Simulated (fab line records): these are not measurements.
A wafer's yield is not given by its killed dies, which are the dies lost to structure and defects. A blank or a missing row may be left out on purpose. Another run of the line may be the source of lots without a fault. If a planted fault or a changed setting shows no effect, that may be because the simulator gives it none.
Comparing a struck lot with a sound one -- flow sky130 -- 15 steps out of a route of 708
Sound: the wafers L873.3, L873.5, L873.6. Struck: wafers L880.3, L880.5 (left out: L880.4, a lot-mate that was not struck); the cause follows at the end.
Each step with rows lists, per side, the tool, then ch with its chambers, then its first start. Under that, the readings that differ: sound wafers -- struck wafers -- difference of the means -- sigmas: that difference in standard deviations of wafers without a fault.
alike: readings whose means differ by less than 2 such deviations, and words and numbers that are the same on both sides. not compared: withheld readings, readings that some wafer has no value for, bounds like >300 that may hide the same value, and numbers for which the record gives no deviation and whose values overlap.
A row with sigmas, a row that says differs or no value, or rows on one side alone: a step with any of these is where the two part. When numbers do not overlap yet have no deviation, they are printed without sigmas and do not part them. A reading missing from all wafers of one side parts the sides only when that side holds two or more wafers.

SKY_FIELD_ISO_THK_MEAS_04:
  sound: film-metro-03 at day 2 11:22; struck: film-metro-02 at day 4 02:56
  alike: FIELD_ISO_CVD_03_THK
then, 8 steps without rows for these wafers: SKY_FIELD_ISO_DEHYDRATE_05 (time 60 s); SKY_FIELD_ISO_HMDS_06 (prime time 60 s); SKY_FIELD_ISO_COAT_07 (resist thk 60 nm); SKY_FIELD_ISO_COAT_08 (resist thk 450 nm); SKY_FIELD_ISO_SOFTBAKE_09 (time 90 s); SKY_FIELD_ISO_EXPOSE_10 (exposes mask FOM, target cd 150 nm); SKY_FIELD_ISO_PEB_11; SKY_FIELD_ISO_DEVELOP_12 (develop time 60 s).
SKY_FIELD_ISO_CD_MEAS_13 targets a cd of 150 nm.
  sound: cd-sem-02 at day 3 03:01; struck: cd-sem-02 at day 4 19:46
  alike: cd-nm
SKY_FIELD_ISO_ETCH_14: etches BARC in N2/H2, stops on SiO2, time 45.9 s, target depth 60 nm.
  sound on rie-diel-03 ch 2,3, day 3 03:06; struck on rie-diel-02 ch 0,1, day 4 19:50
  alike: drypump-motor-current-A, oes-product-au, rf-fwd-power-W, throttle-valve-pct
  not compared: rf-hours-counter-h
SKY_FIELD_ISO_ETCH_15: etches the open film in CHF3/O2, stops on Si, target depth 180 nm, time 72 s.
  sound on rie-diel-03 ch 2,3, day 3 03:08; struck on rie-diel-02 ch 0,1, day 4 19:53
reading,sound,struck,difference,sigmas
rf-fwd-power-W (W),594.8 590.2 594.2,600.0 596.3,+5.1,+2
  alike: drypump-motor-current-A, oes-product-au, throttle-valve-pct
  not compared: rf-hours-counter-h
SKY_FIELD_ISO_STRIP_16: strips in O2/N2.
  sound on plasma-asher-02 ch 0,1, day 3 03:14; struck on plasma-asher-02 ch 1, day 4 19:58
reading,sound,struck,difference,sigmas
overash-fraction,0.5 0.5 0.5,0.3 0.3,-0.2,
  alike: drypump-motor-current-A, oes-product-au, strip-time-to-endpoint-s
  not compared: rf-hours-counter-h
SKY_FIELD_ISO_ETCH_17: etches Si in HBr/Cl2/O2, target depth 342 nm, time 97.7 s.
  sound on rie-si-01 ch 0,1,3, day 3 03:18; struck on rie-si-01 ch 0, day 4 20:02
  alike: drypump-motor-current-A, oes-product-au, rf-fwd-power-W, throttle-valve-pct
  not compared: rf-hours-counter-h
SKY_PAD_OPEN_PROBE_99:
  rows exist in the record for the sound wafers here (prober-01, day 46 13:17), none for the struck ones

WHERE THEY PART
Earliest at SKY_FIELD_ISO_ETCH_15; latest, in this record, at SKY_PAD_OPEN_PROBE_99.

WHY: the cause the simulator had injected
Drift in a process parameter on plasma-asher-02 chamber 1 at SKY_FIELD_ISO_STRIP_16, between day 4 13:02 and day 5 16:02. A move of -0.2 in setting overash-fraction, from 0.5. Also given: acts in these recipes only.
